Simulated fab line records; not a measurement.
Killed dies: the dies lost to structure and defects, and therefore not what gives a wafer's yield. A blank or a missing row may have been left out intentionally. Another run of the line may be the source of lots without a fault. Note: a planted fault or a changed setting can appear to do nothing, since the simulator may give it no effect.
fab line records + flow sfq_line
record
- lots=6
- wafers=18
- last_day=92
route steps=325 shown JJ@186 M5@198
lots that met no fault: from a run of the same line without faults
start_h: hours from the record's opening day to when the first of the lot's shown wafers began + wait_h: hours from the lot's prior step to this one + " as in the row above + L1.1+2: several wafers, shown together as one row + - either no value or no given start + * or withheld: withheld + < > ~ a bound
route shown NAME@n: NAME is a module with steps in the file, n the number in the route of the first one + usual: mean/standard deviation of fault-free wafers + same: alike in all rows + chamber/n: place in a boat + sites: the reading at each site + _std_site: standard deviation across them + _edge_site: outer sites' mean less inner sites' + radius_mm: for every site, how far away it sits from the centre of the wafer + mask NAME#n: copy n + behind: the most recent tool/chamber to have shaped the wafer + hold: the reason the lot was held/the length of the hold in hours/how it ended + device: transistor that didn't switch, given as n, p or np + end of line: at the end of the route, the tests of the same wafers + for a step that has no rows: nothing shown but its recipe + killed: the dies lost at the first sort to structure and to defects; this is not the yield of the wafer + map: per-die view of a wafer (x killed, . not killed, _ where there is no die)
set.NAME: the run value of the setting; set.NAME@STEP: its run value at that earlier step + model.NAME: the simulator's own value behind a step, which no gauge read
lots at some steps of the route; a table a step, a row a wafer
services: the hour from which a tool's chamber was out of use, counted from the record's first day as start_h (under 0 if before that day), plus the number of hours and why
## steps
# step SFQ_TRILAYER_JJ_CE_LITHO_COAT_114
# recipe
- resist=KrF
- spin_rpm=3000
- resist_thk_nm=600
# step SFQ_TRILAYER_JJ_CE_LITHO_SOFTBAKE_118
# recipe
- temp_c=withheld
- time_s=withheld
- resist=KrF
# step SFQ_TRILAYER_JJ_CE_LITHO_EXPOSE_115
# recipe
- mask_id=J5
- na=0.6
- source_shape=conventional
- sigma_outer=0.65
- target_cd_nm=700
- dose_mj=14.4
# step SFQ_TRILAYER_JJ_CE_LITHO_PEB_117
# recipe
- peb_temp_c=115
- peb_time_s=60
- resist=KrF
# step SFQ_TRILAYER_JJ_CE_LITHO_DEVELOP_116
# recipe
- time_s=60
- resist=KrF
# step SFQ_JJ_OVL_MEAS_931
# usual
- J5_OVL=-3/4.1
| lot.wafer | tool       | chamber | start_h | wait_h | J5_OVL[nm] |
|-----------|------------|---------|---------|--------|------------|
| L114.3    | overlay-01 | -       | 1473.40 | 0.1    | -2         |
| L114.4    | "          | -       | "       | "      | 0          |
| L114.6    | "          | -       | "       | "      | 2          |
| L117.2    | overlay-02 | -       | 1496.20 | 0.1    | -10        |
| L117.3    | "          | -       | "       | "      | -7         |
| L117.6    | "          | -       | "       | "      | -8         |
| L126.1    | overlay-01 | -       | 1634.15 | 0.1    | 1          |
| L126.2    | "          | -       | "       | "      | 0          |
| L126.5    | "          | -       | "       | "      | -3         |
| L128.2    | overlay-01 | -       | 1642.55 | 0.1    | 4          |
| L128.4    | "          | -       | "       | "      | -1         |
| L128.6    | "          | -       | "       | "      | -5         |
| L130.3    | overlay-01 | -       | 1649.76 | 0.1    | -8         |
| L130.4    | "          | -       | "       | "      | -10        |
| L130.6    | "          | -       | "       | "      | -2         |
| L134.1    | overlay-01 | -       | 1666.67 | 0.1    | -1         |
| L134.2    | "          | -       | "       | "      | -7         |
| L134.4    | "          | -       | "       | "      | -3         |
# step SFQ_TRILAYER_JJ_CE_METRO_MEASURE_117
# usual
- cd_nm=699.9/1.4
| lot.wafer | tool      | chamber | start_h | wait_h | cd_nm |
|-----------|-----------|---------|---------|--------|-------|
| L114.3    | cd_sem-02 | -       | 1473.83 | 0.4    | 702.2 |
| L114.4    | "         | -       | "       | "      | 702.1 |
| L114.6    | "         | -       | "       | "      | 701.7 |
| L117.2    | cd_sem-01 | -       | 1496.43 | 0.2    | 699.7 |
| L117.3    | "         | -       | "       | "      | 698.7 |
| L117.6    | "         | -       | "       | "      | 698.6 |
| L126.1    | cd_sem-02 | -       | 1634.18 | 0.0    | 699.2 |
| L126.2    | "         | -       | "       | "      | 699.5 |
| L126.5    | "         | -       | "       | "      | 699.2 |
| L128.2    | cd_sem-02 | -       | 1642.78 | 0.2    | 697.5 |
| L128.4    | "         | -       | "       | "      | 698.4 |
| L128.6    | "         | -       | "       | "      | 700.5 |
| L130.3    | cd_sem-02 | -       | 1650.18 | 0.4    | 700.1 |
| L130.4    | "         | -       | "       | "      | 699.6 |
| L130.6    | "         | -       | "       | "      | 699.3 |
| L134.1    | cd_sem-02 | -       | 1666.71 | 0.0    | 700.4 |
| L134.2    | "         | -       | "       | "      | 701.2 |
| L134.4    | "         | -       | "       | "      | 701.2 |
# step SFQ_TRILAYER_JJ_CE_BARC_OPEN_RIE_150
# recipe
- mask_material=PR
- chemistry=O2
- target_depth_nm=240
- target=BARC
- icp_w=600
- bias_w=80
- pressure_mtorr=10
- time_s=80
# usual
- drypump_motor_current_A=5.5/0.3
- oes_product_au=0.538/0.0046
| lot.wafer | tool         | chamber | start_h | wait_h | drypump_motor_current_A | oes_product_au | rf_hours_counter_h |
|-----------|--------------|---------|---------|--------|-------------------------|----------------|--------------------|
| L114.3    | rie_metal-04 | 1       | 1474.66 | 0.6    | 5.5                     | 0.538          | -                  |
| L114.4    | "            | 0       | "       | "      | 5.4                     | 0.539          | -                  |
| L114.6    | "            | 0       | "       | "      | 5.4                     | 0.532          | -                  |
| L117.2    | rie_metal-03 | 0       | 1497.43 | 0.8    | 6.0                     | 0.534          | 72                 |
| L117.3    | "            | 0       | "       | "      | 5.9                     | 0.537          | -                  |
| L117.6    | "            | 0       | "       | "      | 5.9                     | 0.535          | -                  |
| L126.1    | rie_metal-04 | 0       | 1635.38 | 1.0    | 5.4                     | 0.538          | 13                 |
| L126.2    | "            | 1       | "       | "      | 5.5                     | 0.544          | 92                 |
| L126.5    | "            | 1       | "       | "      | 5.5                     | 0.542          | -                  |
| L128.2    | rie_metal-01 | 1       | 1643.78 | 0.8    | 6.0                     | 0.544          | 54                 |
| L128.4    | "            | 0       | "       | "      | 5.3                     | 0.544          | -                  |
| L128.6    | "            | 0       | "       | "      | 5.3                     | 0.534          | -                  |
| L130.3    | rie_metal-04 | 0       | 1651.02 | 0.6    | 5.4                     | 0.537          | -                  |
| L130.4    | "            | 1       | "       | "      | 5.5                     | 0.540          | -                  |
| L130.6    | "            | 1       | "       | "      | 5.4                     | 0.542          | -                  |
| L134.1    | rie_metal-04 | 1       | 1667.91 | 1.0    | 5.5                     | 0.541          | 97                 |
| L134.2    | "            | 0       | "       | "      | 5.4                     | 0.539          | 18                 |
| L134.4    | "            | 0       | "       | "      | 5.4                     | 0.537          | -                  |
# step SFQ_TRILAYER_JJ_CE_ETCH_RIE_118
# recipe
- target=Nb
- stop_on=Al2O3
- mask_material=PR
- taper_deg=13.257
- over_etch_frac=0.15
- time_s=97.7
- chemistry=SF6
- target_depth_nm=170
- icp_w=600
- bias_w=80
- pressure_mtorr=10
# usual
- drypump_motor_current_A=5.5/0.3
- oes_product_au=0.989/0.011
| lot.wafer | tool         | chamber | start_h | wait_h | drypump_motor_current_A | oes_product_au | rf_hours_counter_h |
|-----------|--------------|---------|---------|--------|-------------------------|----------------|--------------------|
| L114.3    | rie_metal-04 | 1       | 1474.76 | 0.1    | 5.5                     | 0.980          | -                  |
| L114.4    | "            | 0       | "       | "      | 5.4                     | 0.992          | -                  |
| L114.6    | "            | 0       | "       | "      | 5.4                     | 0.985          | -                  |
| L117.2    | rie_metal-03 | 0       | 1497.52 | 0.1    | 5.9                     | 1.001          | 72                 |
| L117.3    | "            | 0       | "       | "      | 5.9                     | 0.998          | -                  |
| L117.6    | "            | 0       | "       | "      | 5.9                     | 1.001          | -                  |
| L126.1    | rie_metal-04 | 0       | 1635.48 | 0.1    | 5.4                     | 0.992          | 13                 |
| L126.2    | "            | 1       | "       | "      | 5.5                     | 0.976          | 92                 |
| L126.5    | "            | 1       | "       | "      | 5.5                     | 0.980          | -                  |
| L128.2    | rie_metal-01 | 1       | 1643.88 | 0.1    | 6.0                     | 0.987          | 54                 |
| L128.4    | "            | 0       | "       | "      | 5.3                     | 0.972          | -                  |
| L128.6    | "            | 0       | "       | "      | 5.3                     | 0.978          | -                  |
| L130.3    | rie_metal-04 | 0       | 1651.11 | 0.1    | 5.4                     | 0.999          | -                  |
| L130.4    | "            | 1       | "       | "      | 5.5                     | 0.983          | -                  |
| L130.6    | "            | 1       | "       | "      | 5.5                     | 0.993          | -                  |
| L134.1    | rie_metal-04 | 1       | 1668.00 | 0.1    | 5.4                     | 0.980          | 97                 |
| L134.2    | "            | 0       | "       | "      | 5.4                     | 1.008          | 18                 |
| L134.4    | "            | 0       | "       | "      | 5.4                     | 1.001          | -                  |
# step SFQ_TRILAYER_JJ_ANODIZE_ANODIZE_119
# recipe
- current_density_ma_cm2=withheld
- end_current_density_ma_cm2=withheld
- bath_temp_c=withheld
# step SFQ_TRILAYER_JJ_CE_STRIP_STRIP_120
# recipe
- gas=O2
- power_w=200
- platen_temp_c=40
- overash_fraction=0.65
- chemistry=O2
- pressure_mtorr=50
# usual
- drypump_motor_current_A=5.5/0.33
- oes_product_au=0.999/0.017
| lot.wafer | tool         | chamber | start_h | wait_h | drypump_motor_current_A | oes_product_au | rf_hours_counter_h |
|-----------|--------------|---------|---------|--------|-------------------------|----------------|--------------------|
| L114.3    | rie_metal-03 | 0       | 1475.57 | 0.2    | 5.9                     | 1.022          | -                  |
| L114.4    | "            | 1       | "       | "      | 5.1                     | 0.992          | -                  |
| L114.6    | "            | 1       | "       | "      | 5.1                     | 0.989          | -                  |
| L117.2    | rie_metal-01 | 0       | 1498.13 | 0.0    | 5.3                     | 0.967          | 31                 |
| L117.3    | "            | 1       | "       | "      | 6.0                     | 1.018          | -                  |
| L117.6    | "            | 1       | "       | "      | 6.0                     | 1.024          | -                  |
| L126.1    | rie_metal-01 | 1       | 1636.08 | 0.0    | 6.0                     | 1.000          | 53                 |
| L126.2    | "            | 0       | "       | "      | 5.3                     | 0.976          | 48                 |
| L126.5    | "            | 1       | "       | "      | 6.0                     | 0.992          | -                  |
| L128.2    | rie_metal-04 | 0       | 1644.48 | 0.0    | 5.4                     | 1.030          | 14                 |
| L128.4    | "            | 0       | "       | "      | 5.4                     | 1.025          | -                  |
| L128.6    | "            | 0       | "       | "      | 5.4                     | 1.023          | -                  |
| L130.3    | rie_metal-03 | 0       | 1651.88 | 0.2    | 5.9                     | 1.013          | -                  |
| L130.4    | "            | 1       | "       | "      | 5.2                     | 0.994          | -                  |
| L130.6    | "            | 0       | "       | "      | 5.9                     | 1.007          | -                  |
| L134.1    | rie_metal-04 | 1       | 1669.20 | 0.0    | 5.5                     | 0.989          | 97                 |
| L134.2    | "            | 0       | "       | "      | 5.4                     | 1.021          | 18                 |
| L134.4    | "            | 0       | "       | "      | 5.4                     | 1.007          | -                  |
# step SFQ_TRILAYER_JJ_CE_STRIP_SOLV_CLEAN_121
# recipe
- chemistry=NMP
- temp_c=70
- time_s=600
# step SFQ_TRILAYER_M5_LITHO_COAT_128
# recipe
- resist=BARC
- spin_rpm=3000
- resist_thk_nm=62
# usual
- resist_line_temp_C=23.01/0.12
| lot.wafer | tool           | chamber | start_h | wait_h | resist_line_temp_C | model.BARC_of_TRILAYER_M5_LITHO_COAT_128.thk_nm |
|-----------|----------------|---------|---------|--------|--------------------|-------------------------------------------------|
| L114.3    | litho_track-04 | 0       | 1476.25 | 0.1    | 23.01              | 61.94                                           |
| L114.4    | "              | 0       | "       | "      | 23.13              | 62.22                                           |
| L114.6    | "              | 0       | "       | "      | 22.99              | 61.97                                           |
| L117.2    | litho_track-01 | 0       | 1498.95 | 0.1    | 23.16              | 62.07                                           |
| L117.3    | "              | 0       | "       | "      | 23.03              | 62.09                                           |
| L117.6    | "              | 0       | "       | "      | 23.08              | 62.18                                           |
| L126.1    | litho_track-03 | 0       | 1636.86 | 0.0    | 22.95              | 62.13                                           |
| L126.2    | "              | 0       | "       | "      | 22.96              | 62.03                                           |
| L126.5    | "              | 0       | "       | "      | 22.86              | 62.31                                           |
| L128.2    | litho_track-04 | 0       | 1645.31 | 0.1    | 23.27              | 78.34                                           |
| L128.4    | "              | 0       | "       | "      | 23.12              | 61.77                                           |
| L128.6    | "              | 0       | "       | "      | 23.24              | 78.65                                           |
| L130.3    | litho_track-04 | 0       | 1652.56 | 0.1    | 23.15              | 62.05                                           |
| L130.4    | "              | 0       | "       | "      | 23.05              | 62                                              |
| L130.6    | "              | 0       | "       | "      | 23.00              | 78.71                                           |
| L134.1    | litho_track-01 | 0       | 1669.97 | 0.0    | 22.82              | 61.97                                           |
| L134.2    | "              | 0       | "       | "      | 22.96              | 61.95                                           |
| L134.4    | "              | 0       | "       | "      | 22.89              | 62.2                                            |
# step SFQ_TRILAYER_M5_LITHO_COAT_123
# recipe
- resist=KrF
- spin_rpm=3000
- resist_thk_nm=600
# step SFQ_TRILAYER_M5_LITHO_SOFTBAKE_127
# recipe
- temp_c=withheld
- time_s=withheld
- resist=KrF
# step SFQ_TRILAYER_M5_LITHO_EXPOSE_124
# recipe
- mask_id=M5
- na=0.6
- source_shape=conventional
- sigma_outer=0.65
- target_cd_nm=700
- dose_mj=14.4
# step SFQ_TRILAYER_M5_LITHO_PEB_126
# recipe
- peb_temp_c=115
- peb_time_s=60
- resist=KrF
# step SFQ_TRILAYER_M5_LITHO_DEVELOP_125
# recipe
- time_s=60
- resist=KrF
# step SFQ_M5_OVL_MEAS_932
# usual
- M5_OVL=-4/5.3
| lot.wafer | tool       | chamber | start_h | wait_h | M5_OVL[nm] |
|-----------|------------|---------|---------|--------|------------|
| L114.3    | overlay-01 | -       | 1581.75 | 0.1    | -6         |
| L114.4    | "          | -       | "       | "      | -4         |
| L114.6    | "          | -       | "       | "      | 4          |
| L117.2    | overlay-02 | -       | 1605.35 | 0.1    | 2          |
| L117.3    | "          | -       | "       | "      | -7         |
| L117.6    | "          | -       | "       | "      | 1          |
| L126.1    | overlay-01 | -       | 1707.69 | 0.1    | -14        |
| L126.2    | "          | -       | "       | "      | -11        |
| L126.5    | "          | -       | "       | "      | -10        |
| L128.2    | overlay-01 | -       | 1721.02 | 0.1    | 3          |
| L128.4    | "          | -       | "       | "      | 0          |
| L128.6    | "          | -       | "       | "      | 2          |
| L130.3    | overlay-01 | -       | 1739.32 | 0.1    | 3          |
| L130.4    | "          | -       | "       | "      | -3         |
| L130.6    | "          | -       | "       | "      | 1          |
| L134.1    | overlay-01 | -       | 1761.97 | 0.1    | -3         |
| L134.2    | "          | -       | "       | "      | -6         |
| L134.4    | "          | -       | "       | "      | -3         |
# step SFQ_TRILAYER_M5_BARC_OPEN_METAL_ETCH_161
# recipe
- mask_material=PR
- chemistry=O2
- target_depth_nm=125
- target=BARC
- icp_w=600
- bias_w=80
- pressure_mtorr=10
- time_s=41.7
# usual
- drypump_motor_current_A=5.7/0.43
- oes_product_au=0.685/0.0047
| lot.wafer | tool         | chamber | start_h | wait_h | drypump_motor_current_A | oes_product_au | rf_hours_counter_h | model.etch.depth_nm |
|-----------|--------------|---------|---------|--------|-------------------------|----------------|--------------------|---------------------|
| L114.3    | rie_metal-02 | 0       | 1581.80 | 0.0    | 5.5                     | 0.688          | -                  | 61.94               |
| L114.4    | "            | 1       | "       | "      | 6.3                     | 0.683          | -                  | 62.22               |
| L114.6    | "            | 0       | "       | "      | 5.5                     | 0.681          | -                  | 61.97               |
| L117.2    | rie_metal-02 | 0       | 1605.38 | 0.0    | 5.5                     | 0.683          | 114                | 62.07               |
| L117.3    | "            | 0       | "       | "      | 5.5                     | 0.694          | -                  | 62.09               |
| L117.6    | "            | 1       | "       | "      | 6.3                     | 0.688          | -                  | 62.18               |
| L126.1    | rie_metal-02 | 1       | 1707.72 | 0.0    | 6.3                     | 0.681          | 25                 | 62.13               |
| L126.2    | "            | 1       | "       | "      | 6.3                     | 0.693          | -                  | 62.03               |
| L126.5    | "            | 1       | "       | "      | 6.3                     | 0.682          | -                  | 62.31               |
| L128.2    | rie_metal-03 | 0       | 1721.05 | 0.0    | 6.0                     | 0.758          | 104                | 78.34               |
| L128.4    | "            | 1       | "       | "      | 5.1                     | 0.686          | -                  | 61.77               |
| L128.6    | "            | 1       | "       | "      | 5.2                     | 0.768          | -                  | 78.65               |
| L130.3    | rie_metal-02 | 0       | 1739.36 | 0.0    | 5.5                     | 0.676          | -                  | 62.05               |
| L130.4    | "            | 1       | "       | "      | 6.3                     | 0.684          | -                  | 62                  |
| L130.6    | "            | 1       | "       | "      | 6.3                     | 0.774          | -                  | 78.71               |
| L134.1    | rie_metal-04 | 0       | 1762.01 | 0.0    | 5.4                     | 0.688          | 30                 | 61.97               |
| L134.2    | "            | 1       | "       | "      | 5.5                     | 0.690          | 109                | 61.95               |
| L134.4    | "            | 0       | "       | "      | 5.4                     | 0.697          | -                  | 62.2                |
# step SFQ_TRILAYER_M5_ETCH_METAL_ETCH_126
# recipe
- target=Nb
- stop_on=SiO2
- mask_material=PR
- over_etch_frac=0.15
- time_s=203.2
- chemistry=Cl2/BCl3
- target_depth_nm=265
- icp_w=600
- bias_w=80
- pressure_mtorr=10
# usual
- drypump_motor_current_A=5.7/0.43
- oes_product_au=0.728/0.0057
| lot.wafer | tool         | chamber | start_h | wait_h | drypump_motor_current_A | oes_product_au | rf_hours_counter_h |
|-----------|--------------|---------|---------|--------|-------------------------|----------------|--------------------|
| L114.3    | rie_metal-02 | 0       | 1581.90 | 0.1    | 5.5                     | 0.747          | -                  |
| L114.4    | "            | 1       | "       | "      | 6.3                     | 0.730          | -                  |
| L114.6    | "            | 0       | "       | "      | 5.5                     | 0.730          | -                  |
| L117.2    | rie_metal-02 | 0       | 1605.44 | 0.0    | 5.5                     | 0.724          | 114                |
| L117.3    | "            | 0       | "       | "      | 5.5                     | 0.723          | -                  |
| L117.6    | "            | 1       | "       | "      | 6.3                     | 0.722          | -                  |
| L126.1    | rie_metal-02 | 1       | 1707.88 | 0.1    | 6.3                     | 0.716          | 25                 |
| L126.2    | "            | 1       | "       | "      | 6.3                     | 0.720          | -                  |
| L126.5    | "            | 1       | "       | "      | 6.3                     | 0.720          | -                  |
| L128.2    | rie_metal-03 | 0       | 1721.11 | 0.0    | 6.0                     | 0.718          | 104                |
| L128.4    | "            | 1       | "       | "      | 5.2                     | 0.728          | -                  |
| L128.6    | "            | 1       | "       | "      | 5.2                     | 0.727          | -                  |
| L130.3    | rie_metal-02 | 0       | 1739.47 | 0.1    | 5.5                     | 0.727          | -                  |
| L130.4    | "            | 1       | "       | "      | 6.3                     | 0.720          | -                  |
| L130.6    | "            | 1       | "       | "      | 6.3                     | 0.730          | -                  |
| L134.1    | rie_metal-04 | 0       | 1762.07 | 0.0    | 5.4                     | 0.720          | 30                 |
| L134.2    | "            | 1       | "       | "      | 5.5                     | 0.736          | 109                |
| L134.4    | "            | 0       | "       | "      | 5.4                     | 0.729          | -                  |
## services
| tool         | chamber | start_h | hours | kind   |
|--------------|---------|---------|-------|--------|
| cd_sem-01    | -       | 1450.90 | 0.4   | pm     |
| rie_metal-02 | -       | 1451.27 | 0.7   | repair |
| cd_sem-02    | -       | 1455.15 | 1.5   | pm     |
| cd_sem-02    | -       | 1456.61 | 0.7   | pm     |
| cd_sem-02    | -       | 1457.35 | 1.3   | pm     |
| rie_metal-01 | -       | 1474.81 | 1.4   | pm     |
| cd_sem-01    | -       | 1483.54 | 1.2   | pm     |
| cd_sem-02    | -       | 1526.83 | 15.0  | repair |
| cd_sem-02    | -       | 1568.26 | 2.3   | pm     |
| cd_sem-01    | -       | 1570.51 | 0.7   | pm     |
| cd_sem-01    | -       | 1572.93 | 1.8   | pm     |
| rie_metal-02 | -       | 1585.15 | 2.8   | pm     |
| cd_sem-01    | -       | 1588.77 | 1.0   | pm     |
| rie_metal-03 | -       | 1600.04 | 2.0   | repair |
| cd_sem-02    | -       | 1610.58 | 1.3   | pm     |
| cd_sem-01    | -       | 1611.90 | 1.0   | pm     |
| cd_sem-02    | -       | 1613.63 | 0.2   | pm     |
| rie_metal-02 | 1       | 1615.20 | 3.7   | repair |
| rie_metal-03 | -       | 1622.14 | 0.2   | repair |
| cd_sem-02    | -       | 1624.92 | 0.9   | pm     |
| rie_metal-04 | -       | 1642.61 | 1.8   | repair |
| rie_metal-04 | -       | 1679.48 | 15.6  | pm     |
| cd_sem-02    | -       | 1752.26 | 1.1   | pm     |
| rie_metal-01 | 0       | 1752.37 | 4.8   | repair |
## key
first_sign
- step=SFQ_TRILAYER_M5_BARC_OPEN_METAL_ETCH_161
- reading=oes_product_au
- direction=up
- sigmas=17
- usual=0.685
- struck=0.767
effect none on later readings
model_effect
- step=SFQ_TRILAYER_M5_LITHO_COAT_128
- value=BARC_of_TRILAYER_M5_LITHO_COAT_128.thk_nm
- without=61.83
- struck=78.57
model_effect
- step=SFQ_TRILAYER_M5_BARC_OPEN_METAL_ETCH_161
- value=etch.depth_nm
- without=61.83
- struck=78.57
met_at SFQ_TRILAYER_M5_LITHO_COAT_128
struck_wafers L128.2,L128.6,L130.6
onset_between 1476.25 1645.31
fault
- kind=process_parameter_drift
- tool=litho_track-04
- chamber=-
- onset_h=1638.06
- steps=SFQ_TRILAYER_M5_LITHO_COAT_128
- channel=resist_thk_nm
- offset=16.789
- shape=step
- end_h=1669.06
- scope=struck_wafers_only
- acts_in=these_recipes_only
- stated=62
